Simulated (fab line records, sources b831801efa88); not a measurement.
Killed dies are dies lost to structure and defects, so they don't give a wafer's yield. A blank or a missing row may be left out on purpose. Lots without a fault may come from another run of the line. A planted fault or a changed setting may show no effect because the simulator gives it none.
fab line records | flow sky130
record lots=5 wafers=15 last_day=49
route steps=708 shown LDD_HVN@275 LDD_HVP@278 LDD_LDN@289 SPACER@304 POLY_CUT@307
lots that met no fault: from a run of the same line without faults
start_h: hours from the record's first day to the start of the lot's first wafer shown | wait_h: hours since the lot's step before | " the same as in the row above | L1.1+2: a row that stands for several wafers | - no value, or no start given | * or withheld: withheld | < > ~ a bound
route shown NAME@n: a module of which the file shows steps, and the number in the route of the first | usual: mean/standard deviation of fault-free wafers | same: alike in all rows | chamber/n: place in a boat | sites: the reading at each site | _std_site: their standard deviation | _edge_site: outer sites' mean less inner sites' | radius_mm: how far each site lies from the wafer's centre | mask NAME#n: copy n | behind: the tool/chamber that last shaped the wafer | hold: why the lot was held/for how many hours/how that ended | device: the transistor (n, p or np) that didn't switch | end of line: the same wafers' tests at the end of the route | a step without rows: its recipe alone | killed: dies lost to structure and defects at the first sort, not the wafer's yield | map: a wafer's dies, x killed, . not, _ none there
set.NAME: the setting as run; set.NAME@STEP: as run at that earlier step | model.NAME: the simulator's own value behind a step, which no gauge read
lots at some steps of the route; a table a step, a row a wafer
services: from which hour (start_h, from the record's first day; less than 0 if before it) a tool's chamber was out of use, for how many hours, and why
## steps
# step SKY_LDD_HVN_IMPLANT_08
# recipe species=P energy_kev=60 dose_cm2=3e+13 tilt_deg=40
# columns lot.wafer tool chamber start_h wait_h
L078.2+3+6 implanter-02 0 497.85 0.0
L079.3+5+6 implanter-04 0 514.92 0.1
L088.2+4+5 implanter-04 0 585.04 0.0
L094.3+4+5 implanter-04 0 635.87 0.1
L095.1+4+5 implanter-02 0 637.92 0.0
# step SKY_LDD_HVN_STRIP_09
# recipe chemistry=O2/N2 power_w=1400 pressure_mtorr=1500 platen_temp_c=withheld o2_flow_sccm=3000 n2_flow_sccm=300 overash_fraction=0.5
# usual drypump_motor_current_A=5.6/0.37 oes_product_au=0.408/0.0044 strip_time_to_endpoint_s=4.142/0.013
# columns lot.wafer tool chamber start_h wait_h drypump_motor_current_A oes_product_au rf_hours_counter_h strip_time_to_endpoint_s
L078.2 plasma_asher-02 0 497.97 0.1 5.1 0.406 67 4.142
L078.3 " 1 " " 5.9 0.416 - 4.131
L078.6 " 0 " " 5.1 0.409 - 4.147
L079.3 plasma_asher-01 1 515.05 0.1 6.2 0.405 - 4.144
L079.5 " 0 " " 5.2 0.412 - 4.164
L079.6 " 1 " " 6.2 0.411 - 4.143
L088.2 plasma_asher-02 0 585.17 0.1 5.1 0.400 76 4.139
L088.4 " 0 " " 5.1 0.408 - 4.163
L088.5 " 1 " " 5.9 0.407 - 4.138
L094.3 plasma_asher-03 0 636.00 0.1 5.8 0.406 - 4.156
L094.4 " 1 " " 5.5 0.407 - 4.147
L094.5 " 0 " " 5.8 0.410 - 4.152
L095.1 plasma_asher-03 0 638.07 0.1 5.8 0.407 21 4.167
L095.4 " 0 " " 5.8 0.409 - 4.147
L095.5 " 1 " " 5.5 0.409 - 4.160
# step SKY_LDD_HVN_TW_MEAS_10
# usual LDD_HVN_TW=1428/8.4
# columns lot.wafer tool chamber start_h wait_h LDD_HVN_TW
L078.2 film_metro-04 - 498.08 0.1 1421
L078.3 " - " " 1414
L078.6 " - " " 1421
L079.3 film_metro-04 - 515.14 0.1 1424
L079.5 " - " " 1420
L079.6 " - " " 1425
L088.2 film_metro-02 - 585.28 0.1 1436
L088.4 " - " " 1432
L088.5 " - " " 1432
L094.3 film_metro-01 - 636.09 0.1 1445
L094.4 " - " " 1442
L094.5 " - " " 1434
L095.1 film_metro-04 - 638.17 0.1 1422
L095.4 " - " " 1426
L095.5 " - " " 1418
# step SKY_LDD_HVP_DEHYDRATE_00
# recipe temp_c=200 time_s=60
# usual plate_temp_C=199.99/0.15
# columns lot.wafer tool chamber start_h wait_h plate_temp_C
L078.2 litho_track-03 0 512.41 14.3 199.91
L078.3 " 0 " " 199.99
L078.6 " 0 " " 200.12
L079.3 litho_track-02 0 529.43 14.3 200.00
L079.5 " 0 " " 200.08
L079.6 " 0 " " 199.83
L088.2 litho_track-03 0 598.96 13.7 200.03
L088.4 " 0 " " 199.82
L088.5 " 0 " " 199.78
L094.3 litho_track-02 0 649.28 13.2 200.16
L094.4 " 0 " " 200.12
L094.5 " 0 " " 200.17
L095.1 litho_track-02 0 651.28 13.1 199.91
L095.4 " 0 " " 199.72
L095.5 " 0 " " 199.74
# step SKY_LDD_HVP_HMDS_01
# recipe prime_time_s=60 prime_temp_c=120
# columns lot.wafer tool chamber start_h wait_h
L078.2+3+6 litho_track-03 0 512.56 0.1
L079.3+5+6 litho_track-02 0 529.58 0.1
L088.2+4+5 litho_track-03 0 599.11 0.1
L094.3+4+5 litho_track-02 0 649.43 0.1
L095.1+4+5 litho_track-02 0 651.43 0.1
# step SKY_LDD_HVP_COAT_02
# recipe resist=NOVOLAK spin_rpm=3000 resist_thk_nm=300
# columns lot.wafer tool chamber start_h wait_h
L078.2+3+6 litho_track-03 0 512.71 0.1
L079.3+5+6 litho_track-02 0 529.73 0.1
L088.2+4+5 litho_track-03 0 599.26 0.1
L094.3+4+5 litho_track-02 0 649.58 0.1
L095.1+4+5 litho_track-02 0 651.58 0.1
# step SKY_LDD_HVP_SOFTBAKE_03
# recipe temp_c=90 time_s=60 resist=NOVOLAK
# usual plate_temp_C=90.04/0.14
# columns lot.wafer tool chamber start_h wait_h plate_temp_C
L078.2 litho_track-03 0 512.86 0.1 89.66
L078.3 " 0 " " 89.83
L078.6 " 0 " " 89.79
L079.3 litho_track-02 0 529.88 0.1 90.01
L079.5 " 0 " " 90.12
L079.6 " 0 " " 90.13
L088.2 litho_track-03 0 599.41 0.1 90.12
L088.4 " 0 " " 90.10
L088.5 " 0 " " 89.97
L094.3 litho_track-02 0 649.73 0.1 90.22
L094.4 " 0 " " 90.09
L094.5 " 0 " " 90.12
L095.1 litho_track-02 0 651.73 0.1 90.10
L095.4 " 0 " " 90.07
L095.5 " 0 " " 89.97
# step SKY_LDD_HVP_EXPOSE_04
# recipe mask_id=HVPTM na=0.6 source_shape=conventional sigma_outer=0.6 polarization=unpolarized target_cd_nm=700 dose_mj=86
# columns lot.wafer tool chamber start_h wait_h mask
L078.2+3+6 iline_stepper-01 0 - - HVPTM#0
L079.3+5+6 iline_stepper-02 0 - - HVPTM#0
L088.2+4+5 iline_stepper-02 0 - - HVPTM#0
L094.3+4+5 iline_stepper-01 0 - - HVPTM#0
L095.1+4+5 iline_stepper-02 0 - - HVPTM#0
# step SKY_LDD_HVP_PEB_05
# recipe temp_c=withheld time_s=* resist=NOVOLAK
# columns lot.wafer tool chamber start_h wait_h
L078.2+3+6 litho_track-04 0 - -
L079.3+5+6 litho_track-02 0 - -
L088.2+4+5 litho_track-02 0 - -
L094.3+4+5 litho_track-03 0 - -
L095.1+4+5 litho_track-04 0 - -
# step SKY_LDD_HVP_DEVELOP_06
# recipe resist=NOVOLAK developer=TMAH develop_time_s=60 dev_temp_c=23
# columns lot.wafer tool chamber start_h wait_h
L078.2+3+6 litho_track-04 0 528.16 0.1
L079.3+5+6 litho_track-02 0 544.28 0.1
L088.2+4+5 litho_track-02 0 613.46 0.1
L094.3+4+5 litho_track-03 0 663.98 0.1
L095.1+4+5 litho_track-04 0 665.83 0.1
# step SKY_LDD_HVP_OVL_MEAS_07
# usual LDD_HVP_OVL=1.0/1.2
# columns lot.wafer tool chamber start_h wait_h LDD_HVP_OVL[nm]
L078.2 overlay-01 - 528.29 0.1 -0.5
L078.3 " - " " -1.9
L078.6 " - " " 0.8
L079.3 overlay-02 - 544.39 0.1 1.1
L079.5 " - " " 0.0
L079.6 " - " " 2.1
L088.2 overlay-02 - 613.59 0.1 2.4
L088.4 " - " " 0.9
L088.5 " - " " 1.8
L094.3 overlay-02 - 664.09 0.1 -1.1
L094.4 " - " " 1.0
L094.5 " - " " -0.4
L095.1 overlay-02 - 665.98 0.1 -0.7
L095.4 " - " " 0.0
L095.5 " - " " -1.1
# step SKY_LDD_HVP_IMPLANT_08
# recipe species=B energy_kev=20 dose_cm2=1.735e+13 tilt_deg=17.9
# columns lot.wafer tool chamber start_h wait_h
L078.2+3+6 implanter-02 0 528.35 0.0
L079.3+5+6 implanter-03 0 544.47 0.1
L088.2+4+5 implanter-02 0 613.64 0.0
L094.3+4+5 implanter-03 0 664.17 0.1
L095.1+4+5 implanter-03 0 666.02 0.0
# step SKY_LDD_HVP_STRIP_09
# recipe chemistry=O2/N2 power_w=1400 pressure_mtorr=1500 platen_temp_c=withheld o2_flow_sccm=3000 n2_flow_sccm=300 overash_fraction=0.5
# usual drypump_motor_current_A=5.6/0.66 oes_product_au=0.409/0.0044 strip_time_to_endpoint_s=4.145/0.015
# columns lot.wafer tool chamber start_h wait_h drypump_motor_current_A oes_product_au rf_hours_counter_h strip_time_to_endpoint_s
L078.2 plasma_asher-02 1 528.47 0.1 5.9 0.403 70 4.137
L078.3 " 1 " " 5.9 0.407 - 4.135
L078.6 " 1 " " 5.9 0.408 - 4.157
L079.3 plasma_asher-04 0 544.60 0.1 6.7 0.406 - 4.129
L079.5 " 0 " " 6.7 0.413 - 4.150
L079.6 " 1 " " 4.7 0.406 - 4.156
L088.2 plasma_asher-04 0 613.77 0.1 6.7 0.414 91 4.154
L088.4 " 0 " " 6.7 0.406 - 4.163
L088.5 " 1 " " 4.7 0.413 - 4.149
L094.3 plasma_asher-02 0 664.30 0.1 5.1 0.405 - 4.142
L094.4 " 1 " " 5.9 0.410 - 4.162
L094.5 " 1 " " 5.9 0.411 - 4.140
L095.1 plasma_asher-03 0 666.17 0.1 5.8 0.411 24 4.144
L095.4 " 1 " " 5.5 0.407 - 4.131
L095.5 " 1 " " 5.5 0.408 - 4.159
# step SKY_LDD_HVP_TW_MEAS_10
# usual LDD_HVP_TW=459/5.2
# columns lot.wafer tool chamber start_h wait_h LDD_HVP_TW
L078.2 film_metro-01 - 528.58 0.1 459
L078.3 " - " " 455
L078.6 " - " " 457
L079.3 film_metro-01 - 544.69 0.1 460
L079.5 " - " " 457
L079.6 " - " " 454
L088.2 film_metro-04 - 613.88 0.1 460
L088.4 " - " " 456
L088.5 " - " " 454
L094.3 film_metro-01 - 664.39 0.1 460
L094.4 " - " " 459
L094.5 " - " " 457
L095.1 film_metro-01 - 666.27 0.1 457
L095.4 " - " " 458
L095.5 " - " " 457
# step SKY_LDD_LDN_DEHYDRATE_00
# recipe temp_c=200 time_s=60
# usual plate_temp_C=199.99/0.18
# columns lot.wafer tool chamber start_h wait_h plate_temp_C
L078.2 litho_track-04 0 542.76 14.2 199.81
L078.3 " 0 " " 199.99
L078.6 " 0 " " 199.87
L079.3 litho_track-03 0 559.18 14.5 199.99
L079.5 " 0 " " 199.96
L079.6 " 0 " " 199.53
L088.2 litho_track-04 0 627.86 14.0 200.24
L088.4 " 0 " " 199.96
L088.5 " 0 " " 199.97
L094.3 litho_track-03 0 677.68 13.3 199.83
L094.4 " 0 " " 199.69
L094.5 " 0 " " 199.99
L095.1 litho_track-01 0 679.69 13.4 199.93
L095.4 " 0 " " 199.88
L095.5 " 0 " " 200.02
# step SKY_LDD_LDN_HMDS_01
# recipe prime_time_s=60 prime_temp_c=120
# columns lot.wafer tool chamber start_h wait_h
L078.2+3+6 litho_track-04 0 542.91 0.1
L079.3+5+6 litho_track-03 0 559.33 0.1
L088.2+4+5 litho_track-04 0 628.01 0.1
L094.3+4+5 litho_track-03 0 677.83 0.1
L095.1+4+5 litho_track-01 0 679.84 0.1
# step SKY_LDD_LDN_COAT_02
# recipe resist=NOVOLAK spin_rpm=3000 resist_thk_nm=1140
# columns lot.wafer tool chamber start_h wait_h
L078.2+3+6 litho_track-04 0 543.06 0.1
L079.3+5+6 litho_track-03 0 559.48 0.1
L088.2+4+5 litho_track-04 0 628.16 0.1
L094.3+4+5 litho_track-03 0 677.98 0.1
L095.1+4+5 litho_track-01 0 679.99 0.1
# step SKY_LDD_LDN_SOFTBAKE_03
# recipe temp_c=90 time_s=60 resist=NOVOLAK
# usual plate_temp_C=89.97/0.12
# columns lot.wafer tool chamber start_h wait_h plate_temp_C
L078.2 litho_track-04 0 543.21 0.1 90.09
L078.3 " 0 " " 89.96
L078.6 " 0 " " 90.06
L079.3 litho_track-03 0 559.63 0.1 89.96
L079.5 " 0 " " 89.89
L079.6 " 0 " " 89.95
L088.2 litho_track-04 0 628.31 0.1 90.05
L088.4 " 0 " " 89.97
L088.5 " 0 " " 89.99
L094.3 litho_track-03 0 678.13 0.1 90.01
L094.4 " 0 " " 89.95
L094.5 " 0 " " 89.80
L095.1 litho_track-01 0 680.14 0.1 89.81
L095.4 " 0 " " 90.01
L095.5 " 0 " " 89.91
# step SKY_LDD_LDN_EXPOSE_04
# recipe mask_id=LDNTM na=0.6 source_shape=conventional sigma_outer=0.6 polarization=unpolarized target_cd_nm=700 dose_mj=140
# columns lot.wafer tool chamber start_h wait_h mask
L078.2+3+6 iline_stepper-01 0 - - LDNTM#0
L079.3+5+6 iline_stepper-01 0 - - LDNTM#0
L088.2+4+5 iline_stepper-02 0 - - LDNTM#0
L094.3+4+5 iline_stepper-02 0 - - LDNTM#0
L095.1+4+5 iline_stepper-01 0 - - LDNTM#0
# step SKY_LDD_LDN_PEB_05
# recipe temp_c=withheld time_s=* resist=NOVOLAK
# columns lot.wafer tool chamber start_h wait_h
L078.2+3+6 litho_track-01 0 - -
L079.3+5+6 litho_track-01 0 - -
L088.2+4+5 litho_track-04 0 - -
L094.3+4+5 litho_track-03 0 - -
L095.1+4+5 litho_track-01 0 - -
# step SKY_LDD_LDN_DEVELOP_06
# recipe resist=NOVOLAK developer=TMAH develop_time_s=60 dev_temp_c=23
# columns lot.wafer tool chamber start_h wait_h
L078.2+3+6 litho_track-01 0 558.11 0.1
L079.3+5+6 litho_track-01 0 574.39 0.1
L088.2+4+5 litho_track-04 0 642.31 0.1
L094.3+4+5 litho_track-03 0 691.73 0.1
L095.1+4+5 litho_track-01 0 693.74 0.1
# step SKY_LDD_LDN_OVL_MEAS_07
# usual LDD_LDN_OVL=-0.4/1.8
# columns lot.wafer tool chamber start_h wait_h LDD_LDN_OVL[nm]
L078.2 overlay-02 - 558.24 0.1 1.2
L078.3 " - " " 0.7
L078.6 " - " " 0.5
L079.3 overlay-02 - 574.50 0.1 0.4
L079.5 " - " " -0.7
L079.6 " - " " 1.5
L088.2 overlay-02 - 642.44 0.1 1.0
L088.4 " - " " -0.3
L088.5 " - " " 0.1
L094.3 overlay-01 - 691.84 0.1 2.2
L094.4 " - " " 1.9
L094.5 " - " " 2.5
L095.1 overlay-01 - 693.89 0.1 -1.0
L095.4 " - " " -2.6
L095.5 " - " " -1.6
# step SKY_LDD_LDN_IMPLANT_08
# recipe species=As energy_kev=15 dose_cm2=1.25e+13 tilt_deg=withheld rotation_deg=23
# columns lot.wafer tool chamber start_h wait_h
L078.2+3+6 implanter-03 0 558.30 0.0
L079.3+5+6 implanter-03 0 574.57 0.1
L088.2+4+5 implanter-04 0 642.49 0.0
L094.3+4+5 implanter-02 0 691.92 0.1
L095.1+4+5 implanter-02 0 693.92 0.0
# step SKY_LDD_LDN_IMPLANT_09
# recipe species=As energy_kev=15 dose_cm2=1.25e+13 tilt_deg=withheld rotation_deg=113
# columns lot.wafer tool chamber start_h wait_h
L078.2+3+6 implanter-03 0 558.45 0.1
L079.3+5+6 implanter-03 0 574.72 0.1
L088.2+4+5 implanter-04 0 642.64 0.1
L094.3+4+5 implanter-02 0 692.07 0.1
L095.1+4+5 implanter-02 0 694.07 0.1
# step SKY_LDD_LDN_IMPLANT_10
# recipe species=As energy_kev=15 dose_cm2=1.25e+13 tilt_deg=withheld rotation_deg=203
# columns lot.wafer tool chamber start_h wait_h
L078.2+3+6 implanter-03 0 558.60 0.1
L079.3+5+6 implanter-03 0 574.87 0.1
L088.2+4+5 implanter-04 0 642.79 0.1
L094.3+4+5 implanter-02 0 692.22 0.1
L095.1+4+5 implanter-02 0 694.22 0.1
# step SKY_LDD_LDN_IMPLANT_11
# recipe species=As energy_kev=15 dose_cm2=1.25e+13 tilt_deg=withheld rotation_deg=293
# columns lot.wafer tool chamber start_h wait_h
L078.2+3+6 implanter-03 0 558.75 0.1
L079.3+5+6 implanter-03 0 575.02 0.1
L088.2+4+5 implanter-04 0 642.94 0.1
L094.3+4+5 implanter-02 0 692.37 0.1
L095.1+4+5 implanter-02 0 694.37 0.1
# step SKY_LDD_LDN_STRIP_12
# recipe chemistry=O2/N2 power_w=1400 pressure_mtorr=1500 platen_temp_c=withheld o2_flow_sccm=3000 n2_flow_sccm=300 overash_fraction=0.5
# usual drypump_motor_current_A=5.7/0.68 oes_product_au=0.715/0.004 strip_time_to_endpoint_s=14.19/0.036
# columns lot.wafer tool chamber start_h wait_h drypump_motor_current_A oes_product_au rf_hours_counter_h strip_time_to_endpoint_s
L078.2 plasma_asher-03 1 558.87 0.1 5.5 0.721 13 14.19
L078.3 " 1 " " 5.5 0.722 - 14.22
L078.6 " 1 " " 5.5 0.716 - 14.19
L079.3 plasma_asher-01 1 575.15 0.1 6.2 0.711 - 14.22
L079.5 " 1 " " 6.2 0.708 - 14.24
L079.6 " 0 " " 5.2 0.715 - 14.19
L088.2 plasma_asher-03 1 643.07 0.1 5.5 0.720 22 14.18
L088.4 " 0 " " 5.8 0.708 - 14.22
L088.5 " 1 " " 5.5 0.722 - 14.18
L094.3 plasma_asher-04 0 692.50 0.1 6.7 0.714 - 14.23
L094.4 " 1 " " 4.7 0.718 - 14.24
L094.5 " 0 " " 6.7 0.718 - 14.23
L095.1 plasma_asher-03 1 694.52 0.1 5.4 0.718 27 14.13
L095.4 " 0 " " 5.8 0.710 - 14.17
L095.5 " 0 " " 5.8 0.725 - 14.16
# step SKY_LDD_LDN_TW_MEAS_13
# usual LDD_LDN_TW=1488/16
# columns lot.wafer tool chamber start_h wait_h LDD_LDN_TW
L078.2 film_metro-02 - 558.98 0.1 1470
L078.3 " - " " 1463
L078.6 " - " " 1474
L079.3 film_metro-02 - 575.24 0.1 1480
L079.5 " - " " 1466
L079.6 " - " " 1477
L088.2 film_metro-03 - 643.18 0.1 1503
L088.4 " - " " 1508
L088.5 " - " " 1510
L094.3 film_metro-03 - 692.59 0.1 1506
L094.4 " - " " 1501
L094.5 " - " " 1507
L095.1 film_metro-01 - 694.62 0.1 1477
L095.4 " - " " 1476
L095.5 " - " " 1481
# step SKY_LDD_LDN_CLEAN_14
# recipe chemistry=SC1/SC2 mix=1:4:20 temp_c=70 time_s=150 dry=n2_spin
# columns lot.wafer tool chamber start_h wait_h
L078.2+3+6 wet_bench-02 3 559.03 0.0
L079.3+5+6 wet_bench-04 3 575.28 0.0
L088.2+4+5 wet_bench-01 3 643.23 0.0
L094.3+4+5 wet_bench-02 3 692.63 0.0
L095.1+4+5 wet_bench-02 2 694.68 0.1
# step SKY_SPACER_CVD_00
# recipe material=Si3N4 precursor=DCS/NH3 target_thk_nm=43.1 temp_c=770 time_s=740 pressure_mtorr=250
# usual spike_tc_lower_C=769.2/1 zone_power_lower_pct=12.16/0.17
# columns lot.wafer tool chamber start_h wait_h spike_tc_lower_C zone_power_lower_pct
L078.2 lpcvd-02 0 559.08 0.0 766.0 12.53
L078.3 " 0 " " 769.7 12.24
L078.6 " 0 " " 768.9 12.36
L079.3 lpcvd-02 1 575.33 0.0 767.6 11.93
L079.5 " 1 " " 767.8 12.21
L079.6 " 1 " " 769.6 11.91
L088.2 lpcvd-02 1 646.47 3.2 769.3 12.04
L088.4 " 1 " " 768.0 12.16
L088.5 " 1 " " 767.8 11.87
L094.3 lpcvd-02 1 692.68 0.0 767.6 12.32
L094.4 " 1 " " 769.1 11.73
L094.5 " 1 " " 769.5 12.05
L095.1 lpcvd-02 1 694.73 0.0 769.9 11.83
L095.4 " 1 " " 770.0 11.88
L095.5 " 1 " " 768.6 11.90
# step SKY_SPACER_THK_MEAS_01
# recipe reads=Si3N4_of_SPACER_CVD_00
# usual SPACER_CVD_00_THK=43.2/0.45
# columns lot.wafer tool chamber start_h wait_h SPACER_CVD_00_THK[nm]
L078.2 film_metro-03 - 560.30 0.0 43.7
L078.3 " - " " 43.8
L078.6 " - " " 43.9
L079.3 film_metro-03 - 576.56 0.0 43.1
L079.5 " - " " 43.4
L079.6 " - " " 43.5
L088.2 film_metro-03 - 647.69 0.0 42.5
L088.4 " - " " 42.8
L088.5 " - " " 42.8
L094.3 film_metro-04 - 693.90 0.0 43.0
L094.4 " - " " 43.3
L094.5 " - " " 43.6
L095.1 film_metro-02 - 695.94 0.0 42.3
L095.4 " - " " 42.7
L095.5 " - " " 42.4
# step SKY_SPACER_ETCHBACK_02
# recipe chemistry=CH3F/O2 target=Si3N4 stop_on=SiO2 source_w=400 bias_w=80 pressure_mtorr=25 ch3f_flow_sccm=40 O2_flow_sccm=30 time_s=46.7 target_depth_a=450
# usual drypump_motor_current_A=5.6/0.49 oes_product_au=0.856/0.0065 throttle_valve_pct=10.564/0.0082
# columns lot.wafer tool chamber start_h wait_h drypump_motor_current_A oes_product_au rf_hours_counter_h throttle_valve_pct
L078.2 rie_diel-03 3 560.35 0.0 5.1 0.870 8 10.572
L078.3 " 2 " " 5.8 0.864 4 10.581
L078.6 " 3 " " 5.1 0.871 - 10.566
L079.3 rie_diel-03 3 576.60 0.0 5.1 0.863 9 10.549
L079.5 " 0 " " 5.3 0.852 - 10.566
L079.6 " 3 " " 5.1 0.869 - 10.552
L088.2 rie_diel-01 3 647.74 0.0 5.4 0.851 60 10.554
L088.4 " 0 " " 4.9 0.859 58 10.553
L088.5 " 2 " " 5.8 0.844 - 10.565
L094.3 rie_diel-04 1 693.94 0.0 6.2 0.850 1 10.577
L094.4 " 2 " " 6.5 0.846 9 10.569
L094.5 " 3 " " 5.9 0.862 - 10.564
L095.1 rie_diel-01 0 696.00 0.1 4.9 0.844 0 10.557
L095.4 " 0 " " 4.9 0.846 - 10.554
L095.5 " 3 " " 5.4 0.848 - 10.565
# step SKY_POLY_CUT_DEHYDRATE_00
# recipe temp_c=200 time_s=60
# usual plate_temp_C=199.99/0.16
# columns lot.wafer tool chamber start_h wait_h plate_temp_C
L078.2 litho_track-01 0 574.51 14.1 200.11
L078.3 " 0 " " 199.84
L078.6 " 0 " " 200.03
L079.3 litho_track-01 0 590.79 14.2 199.93
L079.5 " 0 " " 199.81
L079.6 " 0 " " 200.12
L088.2 litho_track-01 0 660.56 12.8 200.01
L088.4 " 0 " " 199.87
L088.5 " 0 " " 199.82
L094.3 litho_track-01 0 707.04 13.1 199.87
L094.4 " 0 " " 199.89
L094.5 " 0 " " 200.12
L095.1 litho_track-03 0 709.38 13.4 199.74
L095.4 " 0 " " 199.86
L095.5 " 0 " " 199.79
# step SKY_POLY_CUT_HMDS_01
# recipe prime_time_s=60 prime_temp_c=120
# columns lot.wafer tool chamber start_h wait_h
L078.2+3+6 litho_track-01 0 574.66 0.1
L079.3+5+6 litho_track-01 0 590.94 0.1
L088.2+4+5 litho_track-01 0 660.71 0.1
L094.3+4+5 litho_track-01 0 707.19 0.1
L095.1+4+5 litho_track-03 0 709.53 0.1
# step SKY_POLY_CUT_COAT_02
# recipe resist=BARC temp_c=withheld time_s=withheld spin_rpm=3000 resist_thk_nm=60
# columns lot.wafer tool chamber start_h wait_h
L078.2+3+6 litho_track-01 0 574.81 0.1
L079.3+5+6 litho_track-01 0 591.09 0.1
L088.2+4+5 litho_track-01 0 660.86 0.1
L094.3+4+5 litho_track-01 0 707.34 0.1
L095.1+4+5 litho_track-03 0 709.68 0.1
# step SKY_POLY_CUT_COAT_03
# recipe resist=KrF-thick spin_rpm=3000 resist_thk_nm=450
# columns lot.wafer tool chamber start_h wait_h
L078.2+3+6 litho_track-01 0 - -
L079.3+5+6 litho_track-01 0 - -
L088.2+4+5 litho_track-01 0 - -
L094.3+4+5 litho_track-01 0 - -
L095.1+4+5 litho_track-03 0 - -
# step SKY_POLY_CUT_SOFTBAKE_04
# recipe temp_c=100 time_s=90 resist=KrF-thick
# usual plate_temp_C=100.02/0.12
# columns lot.wafer tool chamber start_h wait_h plate_temp_C
L078.2 litho_track-01 0 - - 99.99
L078.3 " 0 " " 99.69
L078.6 " 0 " " 100.14
L079.3 litho_track-01 0 - - 99.94
L079.5 " 0 " " 99.98
L079.6 " 0 " " 100.00
L088.2 litho_track-01 0 - - 99.82
L088.4 " 0 " " 99.78
L088.5 " 0 " " 99.90
L094.3 litho_track-01 0 - - 100.02
L094.4 " 0 " " 100.06
L094.5 " 0 " " 99.85
L095.1 litho_track-03 0 - - 99.99
L095.4 " 0 " " 100.20
L095.5 " 0 " " 100.02
# step SKY_POLY_CUT_EXPOSE_05
# recipe mask_id=NPCM na=0.8 source_shape=annular sigma_inner=0.55 sigma_outer=0.85 target_cd_nm=270 dose_mj=32
# columns lot.wafer tool chamber start_h wait_h mask
L078.2+3+6 krf_scanner-02 0 - - NPCM#0
L079.3+5+6 krf_scanner-01 0 - - NPCM#0
L088.2+4+5 krf_scanner-02 0 - - NPCM#0
L094.3+4+5 krf_scanner-02 0 - - NPCM#0
L095.1+4+5 krf_scanner-02 0 - - NPCM#0
# step SKY_POLY_CUT_PEB_06
# recipe peb_temp_c=withheld peb_time_s=withheld resist=KrF-thick
# columns lot.wafer tool chamber start_h wait_h
L078.2+3+6 litho_track-03 0 - -
L079.3+5+6 litho_track-01 0 - -
L088.2+4+5 litho_track-03 0 - -
L094.3+4+5 litho_track-02 0 - -
L095.1+4+5 litho_track-03 0 - -
# step SKY_POLY_CUT_DEVELOP_07
# recipe develop_time_s=60 resist=KrF-thick dev_temp_c=21
# columns lot.wafer tool chamber start_h wait_h
L078.2+3+6 litho_track-03 0 - -
L079.3+5+6 litho_track-01 0 - -
L088.2+4+5 litho_track-03 0 - -
L094.3+4+5 litho_track-02 0 - -
L095.1+4+5 litho_track-03 0 - -
# step SKY_POLY_CUT_CD_MEAS_08
# recipe target_cd_nm=270
# usual cd_nm=270.3/1.2
# columns lot.wafer tool chamber start_h wait_h cd_nm
L078.2 cd_sem-01 - 590.00 - 270.9
L078.3 " - " " 269.0
L078.6 " - " " 269.2
L079.3 cd_sem-02 - 605.88 - 270.6
L079.5 " - " " 269.7
L079.6 " - " " 269.7
L088.2 cd_sem-02 - 675.10 - 272.0
L088.4 " - " " 271.1
L088.5 " - " " 270.3
L094.3 cd_sem-01 - 728.77 - 271.0
L094.4 " - " " 271.9
L094.5 " - " " 271.4
L095.1 cd_sem-01 - 729.33 - 269.4
L095.4 " - " " 270.0
L095.5 " - " " 269.5
# step SKY_POLY_CUT_OVL_MEAS_09
# usual POLY_CUT_OVL=1/5.5
# columns lot.wafer tool chamber start_h wait_h POLY_CUT_OVL[nm]
L078.2 overlay-01 - 590.11 0.1 -2
L078.3 " - " " -2
L078.6 " - " " 2
L079.3 overlay-02 - 605.97 0.1 -5
L079.5 " - " " -9
L079.6 " - " " -10
L088.2 overlay-02 - 675.21 0.1 7
L088.4 " - " " 6
L088.5 " - " " 11
L094.3 overlay-02 - 728.86 0.1 10
L094.4 " - " " 5
L094.5 " - " " 10
L095.1 overlay-01 - 729.45 0.1 4
L095.4 " - " " -1
L095.5 " - " " 4
# step SKY_POLY_CUT_ETCH_10
# recipe chemistry=N2/H2 target=BARC ion_energy_ev=200 source_w=500 bias_w=100 pressure_mtorr=30 n2_flow_sccm=100 h2_flow_sccm=200 stop_on=SiO2 time_s=47.51 target_depth_a=600
# usual drypump_motor_current_A=5.5/0.38 oes_product_au=0.847/0.0047 throttle_valve_pct=13.223/0.0092
# columns lot.wafer tool chamber start_h wait_h drypump_motor_current_A oes_product_au rf_hours_counter_h throttle_valve_pct
L078.2 rie_diel-01 0 590.14 0.0 4.9 0.841 58 13.231
L078.3 " 2 " " 5.8 0.842 7 13.221
L078.6 " 2 " " 5.8 0.840 - 13.237
L079.3 rie_diel-03 0 605.99 0.0 5.3 0.849 2 13.225
L079.5 " 0 " " 5.3 0.847 - 13.208
L079.6 " 3 " " 5.1 0.841 - 13.210
L088.2 rie_diel-02 0 675.24 0.0 5.8 0.841 21 13.227
L088.4 " 3 " " 5.5 0.844 53 13.230
L088.5 " 3 " " 5.5 0.844 - 13.213
L094.3 rie_diel-01 3 728.89 0.0 5.4 0.849 1 13.226
L094.4 " 0 " " 4.9 0.840 1 13.214
L094.5 " 1 " " 6.1 0.850 - 13.215
L095.1 rie_diel-01 2 729.49 0.0 5.8 0.852 10 13.212
L095.4 " 0 " " 4.9 0.842 1 13.240
L095.5 " 0 " " 4.9 0.846 - 13.221
## services
# columns tool chamber start_h hours kind
iline_stepper-02 - 485.49 1.7 pm
krf_scanner-02 - 485.76 3.6 pm
iline_stepper-02 - 491.99 4.2 repair
rie_diel-01 2 501.53 8.5 repair
rie_diel-01 3 504.86 29.7 repair
plasma_asher-03 - 511.79 0.8 repair
lpcvd-02 - 512.14 0.5 repair
lpcvd-02 - 527.40 6.1 pm
plasma_asher-03 - 536.27 0.7 repair
implanter-03 - 539.05 1.6 repair
plasma_asher-03 - 545.70 4.1 repair
plasma_asher-03 - 553.89 0.9 repair
implanter-02 - 559.04 4.7 repair
implanter-03 - 589.57 1.0 repair
rie_diel-01 3 594.96 3.4 repair
rie_diel-01 - 600.09 14.6 pm
implanter-03 - 602.08 3.9 repair
implanter-03 - 616.09 2.8 repair
implanter-04 - 624.06 3.5 pm
implanter-03 - 628.29 13.7 repair
rie_diel-01 1 673.63 2.5 repair
iline_stepper-01 - 674.46 1.7 pm
implanter-04 - 694.27 4.6 repair
iline_stepper-02 - 703.67 1.7 pm
## key
fault none
